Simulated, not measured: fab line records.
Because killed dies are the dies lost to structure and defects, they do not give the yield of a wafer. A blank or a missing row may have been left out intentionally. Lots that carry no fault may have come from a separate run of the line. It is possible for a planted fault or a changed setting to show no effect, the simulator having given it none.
fab line records + flow gf180mcu
record
- lots=6
- wafers=18
- last-day=33
route steps=602 shown M3@428 V3@429
lots with no fault: from the same line, run without faults
start-h: hours from the record's first day to the start of the lot's first wafer shown + wait-h: time in hours since the lot's previous step + " identical to the entry in the row above + L1.1+2: several wafers, shown together as one row + - no value, or no start given + * or withheld: withheld + < > ~ a bound
route shown NAME@n: names a module that has steps shown in the file, with the first one's number in the route + usual: average and standard deviation across the fault-free wafers + same: alike in all rows + chamber/n: place in a boat + sites: per-site readings + _std_site: the values' standard deviation + _edge_site: outer sites' mean less inner sites' + radius-mm: how far each site lies from the wafer's centre + mask NAME#n: copy n + behind: the most recent tool/chamber to have shaped the wafer + hold: what put the lot on hold/how long, in hours/how the hold closed + device: which transistor (n, p or np) failed to switch + end of line: tests of these same wafers at the route's end + a step with no rows: only its recipe + killed: the dies lost at the first sort to structure and to defects; this is not the yield of the wafer + map: shows each die of a wafer: x if killed, . if not, _ if none is there
set.NAME: setting as actually run; set.NAME@STEP: the setting as run at that earlier step + model.NAME: the simulator's own value behind a step, which no gauge read
a table for each step, a row for each wafer; lots at some steps of the route
services: when a tool's chamber went out of use (start-h, in hours from the record's first day, below 0 if earlier), for how many hours, and the reason
## steps
# step GF_M3_CLEAN_19
# recipe
- chemistry=DIW
- dry=n2-spin
# step GF_V3_CVD_00
# recipe
- material=SiO2
- target-thk-nm=600
- sigma-open-frac=0.3
- temp-c=400
- time-s=100
- sih4-flow-sccm=57.07
- pressure-mtorr=6
# step GF_V3_THK_MEAS_01
# recipe
- reads=SiO2_of_V3_CVD_00
# usual
- V3_CVD_00_THK=573/6.1
| lot.wafer | tool          | chamber | start-h | wait-h | V3_CVD_00_THK[nm] |
|-----------|---------------|---------|---------|--------|-------------------|
| L401.1    | film-metro-03 | -       | 516.87  | 0.0    | 568               |
| L401.2    | "             | -       | "       | "      | 571               |
| L401.6    | "             | -       | "       | "      | 563               |
| L402.2    | film-metro-03 | -       | 528.47  | 0.0    | 577               |
| L402.3    | "             | -       | "       | "      | 567               |
| L402.5    | "             | -       | "       | "      | 568               |
| L403.1    | film-metro-04 | -       | 538.23  | 0.0    | 578               |
| L403.3    | "             | -       | "       | "      | 571               |
| L403.4    | "             | -       | "       | "      | 572               |
| L412.1    | film-metro-04 | -       | 619.04  | 0.0    | 572               |
| L412.2    | "             | -       | "       | "      | 563               |
| L412.4    | "             | -       | "       | "      | 564               |
| L414.4    | film-metro-04 | -       | 625.22  | 0.0    | 569               |
| L414.5    | "             | -       | "       | "      | 568               |
| L414.6    | "             | -       | "       | "      | 564               |
| L417.1    | film-metro-02 | -       | 652.61  | 0.0    | 562               |
| L417.2    | "             | -       | "       | "      | 568               |
| L417.3    | "             | -       | "       | "      | 575               |
# step GF_V3_CVD_02
# recipe
- material=SiO2
- target-thk-nm=850
- precursor=TEOS
- temp-c=400
- time-s=94.851
- rf-w=600
# usual
- heater-power-w=638/110
| lot.wafer | tool     | chamber | start-h | wait-h | heater-power-w |
|-----------|----------|---------|---------|--------|----------------|
| L401.1    | pecvd-02 | 0       | 516.93  | 0.1    | 511            |
| L401.2    | "        | 2       | "       | "      | 480            |
| L401.6    | "        | 0       | "       | "      | 534            |
| L402.2    | pecvd-02 | 0       | 528.52  | 0.0    | 540            |
| L402.3    | "        | 2       | "       | "      | 516            |
| L402.5    | "        | 2       | "       | "      | 399            |
| L403.1    | pecvd-03 | 1       | 538.29  | 0.1    | 680            |
| L403.3    | "        | 0       | "       | "      | 682            |
| L403.4    | "        | 1       | "       | "      | 719            |
| L412.1    | pecvd-01 | 2       | 619.10  | 0.1    | 636            |
| L412.2    | "        | 1       | "       | "      | 618            |
| L412.4    | "        | 2       | "       | "      | 674            |
| L414.4    | pecvd-01 | 2       | 625.28  | 0.1    | 628            |
| L414.5    | "        | 1       | "       | "      | 535            |
| L414.6    | "        | 0       | "       | "      | 592            |
| L417.1    | pecvd-01 | 1       | 652.67  | 0.1    | 600            |
| L417.2    | "        | 2       | "       | "      | 659            |
| L417.3    | "        | 0       | "       | "      | 577            |
# step GF_V3_THK_MEAS_03
# recipe
- reads=SiO2_of_V3_CVD_02
# usual
- V3_CVD_02_THK=842/13
| lot.wafer | tool          | chamber | start-h | wait-h | V3_CVD_02_THK[nm] |
|-----------|---------------|---------|---------|--------|-------------------|
| L401.1    | film-metro-04 | -       | 517.00  | 0.0    | 831               |
| L401.2    | "             | -       | "       | "      | 827               |
| L401.6    | "             | -       | "       | "      | 841               |
| L402.2    | film-metro-04 | -       | 528.60  | 0.0    | 827               |
| L402.3    | "             | -       | "       | "      | 832               |
| L402.5    | "             | -       | "       | "      | 849               |
| L403.1    | film-metro-03 | -       | 538.35  | 0.0    | 848               |
| L403.3    | "             | -       | "       | "      | 852               |
| L403.4    | "             | -       | "       | "      | 852               |
| L412.1    | film-metro-03 | -       | 619.17  | 0.0    | 843               |
| L412.2    | "             | -       | "       | "      | 828               |
| L412.4    | "             | -       | "       | "      | 860               |
| L414.4    | film-metro-04 | -       | 625.35  | 0.0    | 850               |
| L414.5    | "             | -       | "       | "      | 852               |
| L414.6    | "             | -       | "       | "      | 856               |
| L417.1    | film-metro-04 | -       | 652.73  | 0.0    | 818               |
| L417.2    | "             | -       | "       | "      | 821               |
| L417.3    | "             | -       | "       | "      | 841               |
# step GF_V3_CMP_04
# recipe
- material=SiO2
- down-force-psi=4
- platen-rpm=60
- pad-velocity-m-s=0.94248
# usual
- edge-zone-pressure-frac=1.000/0.0056
- motor-current-A=12.2/1
- time-to-endpoint-s=78/6.2
| lot.wafer | tool   | chamber | start-h | wait-h | edge-zone-pressure-frac | motor-current-A | time-to-endpoint-s |
|-----------|--------|---------|---------|--------|-------------------------|-----------------|--------------------|
| L401.2    | cmp-02 | 3       | 517.06  | 0.0    | 0.996                   | 13.2            | 73                 |
| L401.1    | "      | 2       | "       | "      | 1.004                   | 11.3            | 77                 |
| L401.6    | "      | 3       | "       | "      | 0.989                   | 12.8            | 81                 |
| L402.3    | cmp-02 | 0       | 528.70  | 0.1    | 0.996                   | 13.5            | 73                 |
| L402.2    | "      | 1       | "       | "      | 1.005                   | 12.0            | 79                 |
| L402.5    | "      | 0       | "       | "      | 0.994                   | 13.5            | 80                 |
| L403.3    | cmp-02 | 0       | 538.41  | 0.0    | 0.992                   | 13.4            | 80                 |
| L403.1    | "      | 1       | "       | "      | 1.004                   | 11.2            | 82                 |
| L403.4    | "      | 3       | "       | "      | 1.015                   | 12.6            | 85                 |
| L412.2    | cmp-01 | 2       | 619.28  | 0.1    | 1.004                   | 11.8            | 68                 |
| L412.1    | "      | 3       | "       | "      | 0.998                   | 12.9            | 72                 |
| L412.4    | "      | 0       | "       | "      | 0.996                   | 11.7            | 85                 |
| L414.4    | cmp-01 | 1       | 625.43  | 0.1    | 1.003                   | 10.6            | 74                 |
| L414.5    | "      | 0       | "       | "      | 1.009                   | 11.7            | 81                 |
| L414.6    | "      | 1       | "       | "      | 1.012                   | 10.7            | 74                 |
| L417.2    | cmp-01 | 2       | 652.79  | 0.0    | 0.999                   | 11.9            | 69                 |
| L417.3    | "      | 3       | "       | "      | 1.001                   | 13.4            | 73                 |
| L417.1    | "      | 0       | "       | "      | 0.995                   | 12.5            | 75                 |
# step GF_V3_BOW_MEAS_05
# recipe
- mode=bow
# usual
- V3_BOW=116/9.4
| lot.wafer | tool          | chamber | start-h | wait-h | V3_BOW[um] |
|-----------|---------------|---------|---------|--------|------------|
| L401.1    | film-metro-02 | -       | 517.36  | 0.1    | 112        |
| L401.2    | "             | -       | "       | "      | 115        |
| L401.6    | "             | -       | "       | "      | 106        |
| L402.2    | film-metro-04 | -       | 528.97  | 0.2    | 103        |
| L402.3    | "             | -       | "       | "      | 116        |
| L402.5    | "             | -       | "       | "      | 115        |
| L403.1    | film-metro-03 | -       | 538.71  | 0.2    | 124        |
| L403.3    | "             | -       | "       | "      | 122        |
| L403.4    | "             | -       | "       | "      | 124        |
| L412.1    | film-metro-02 | -       | 619.53  | 0.1    | 104        |
| L412.2    | "             | -       | "       | "      | 106        |
| L412.4    | "             | -       | "       | "      | 105        |
| L414.4    | film-metro-04 | -       | 625.74  | 0.3    | 124        |
| L414.5    | "             | -       | "       | "      | 120        |
| L414.6    | "             | -       | "       | "      | 120        |
| L417.1    | film-metro-02 | -       | 653.09  | 0.1    | 134        |
| L417.2    | "             | -       | "       | "      | 123        |
| L417.3    | "             | -       | "       | "      | 116        |
# step GF_V3_DEHYDRATE_06
# recipe
- temp-c=200
- time-s=60
# step GF_V3_HMDS_07
# recipe
- prime-time-s=60
- prime-temp-c=120
# step GF_V3_COAT_08
# recipe
- resist=BARC
- temp-c=withheld
- time-s=withheld
- spin-rpm=withheld
- resist-thk-nm=withheld
# step GF_V3_COAT_09
# recipe
- resist=KrF
- spin-rpm=withheld
- resist-thk-nm=1000
# step GF_V3_SOFTBAKE_10
# recipe
- temp-c=130
- time-s=60
- resist=KrF
# step GF_V3_EXPOSE_11
# recipe
- mask-id=Via3
- target-cd-nm=260
- na=0.68
- source-shape=conventional
- sigma-outer=0.6
- dose-mj=38
# usual
- exposure-dose-mJ-cm2=37.99/0.036
- focus-offset-nm=-0.1/0.57
| lot.wafer | tool           | chamber | start-h | wait-h | mask   | exposure-dose-mJ-cm2 | focus-offset-nm |
|-----------|----------------|---------|---------|--------|--------|----------------------|-----------------|
| L401.1    | krf-scanner-02 | -       | 529.41  | -      | Via3#0 | -                    | -               |
| L401.2    | "              | -       | "       | "      | Via3#0 | -                    | -               |
| L401.6    | "              | -       | "       | "      | Via3#0 | -                    | -               |
| L402.2    | krf-scanner-02 | -       | 540.19  | -      | Via3#0 | -                    | -               |
| L402.3    | "              | -       | "       | "      | Via3#0 | -                    | -               |
| L402.5    | "              | -       | "       | "      | Via3#0 | -                    | -               |
| L403.1    | krf-scanner-02 | 0       | 550.80  | -      | Via3#0 | 37.95                | 0.5             |
| L403.3    | "              | 0       | "       | "      | Via3#0 | 37.91                | -0.1            |
| L403.4    | "              | 0       | "       | "      | Via3#0 | 37.95                | 0.6             |
| L412.1    | krf-scanner-01 | 0       | 629.64  | -      | Via3#0 | 38.03                | 0.6             |
| L412.2    | "              | 0       | "       | "      | Via3#0 | 38.00                | 0.6             |
| L412.4    | "              | 0       | "       | "      | Via3#0 | 38.02                | -0.3            |
| L414.4    | krf-scanner-02 | 0       | 636.17  | -      | Via3#0 | 37.95                | -0.5            |
| L414.5    | "              | 0       | "       | "      | Via3#0 | 38.00                | 0.4             |
| L414.6    | "              | 0       | "       | "      | Via3#0 | 38.02                | -0.3            |
| L417.1    | krf-scanner-02 | 0       | 663.26  | -      | Via3#0 | 38.04                | 0.0             |
| L417.2    | "              | 0       | "       | "      | Via3#0 | 37.94                | 0.5             |
| L417.3    | "              | 0       | "       | "      | Via3#0 | 37.98                | 0.6             |
# step GF_V3_PEB_12
# recipe
- peb-temp-c=135
- peb-time-s=90
- resist=KrF
## services
| tool           | chamber | start-h | hours | kind   |
|----------------|---------|---------|-------|--------|
| cmp-02         | -       | 493.99  | 3.3   | repair |
| krf-scanner-01 | -       | 494.16  | 0.8   | pm     |
| cmp-02         | -       | 496.72  | 1.8   | repair |
| krf-scanner-02 | -       | 507.97  | 1.5   | repair |
| krf-scanner-02 | -       | 522.94  | 1.3   | pm     |
| krf-scanner-02 | -       | 524.24  | 3.6   | pm     |
| krf-scanner-01 | -       | 528.87  | 1.0   | pm     |
| cmp-02         | -       | 541.03  | 0.5   | repair |
| pecvd-01       | 2       | 565.03  | 4.0   | repair |
| krf-scanner-02 | -       | 571.82  | 4.4   | pm     |
| cmp-01         | -       | 572.00  | 4.0   | pm     |
| krf-scanner-02 | -       | 577.03  | 1.0   | pm     |
| krf-scanner-02 | -       | 588.34  | 1.7   | repair |
| cmp-02         | -       | 607.83  | 5.2   | pm     |
| pecvd-02       | -       | 617.19  | 5.5   | pm     |
| krf-scanner-02 | -       | 617.94  | 0.8   | pm     |
| pecvd-02       | -       | 625.42  | 1.6   | repair |
| cmp-02         | -       | 632.09  | 13.2  | pm     |
| pecvd-02       | 2       | 633.31  | 3.6   | repair |
| pecvd-01       | -       | 635.13  | 2.8   | pm     |
| cmp-01         | -       | 645.28  | 4.5   | pm     |
| pecvd-01       | -       | 646.21  | 0.7   | repair |
| pecvd-01       | 2       | 653.37  | 3.8   | repair |
| krf-scanner-02 | -       | 662.04  | 0.8   | repair |
## key
first-sign
- step=GF_V3_EXPOSE_11
- reading=tool-record
- direction=missing
effect none on later readings
met-at GF_V3_EXPOSE_11
struck-wafers L401.1,L401.2,L401.6,L402.2,L402.3,L402.5
later-rows-left-out L401.1,L401.2,L401.6,L402.2,L402.3,L402.5
sort-left-out L401.1,L401.2,L401.6,L402.2,L402.3,L402.5
fault
- kind=skipped-step-whole
- tool=krf-scanner-02
- chamber=-
- onset-h=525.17
- steps=GF_V3_EXPOSE_11
- scope=struck-lots-only
# sort-left-out: the simulated sort isn't trusted on such a fault, so these wafers' sort isn't shown, and their yield isn't known
# later-rows-left-out: the simulator's readings of these wafers behind a module that went badly wrong aren't trusted and aren't shown, but for the sort
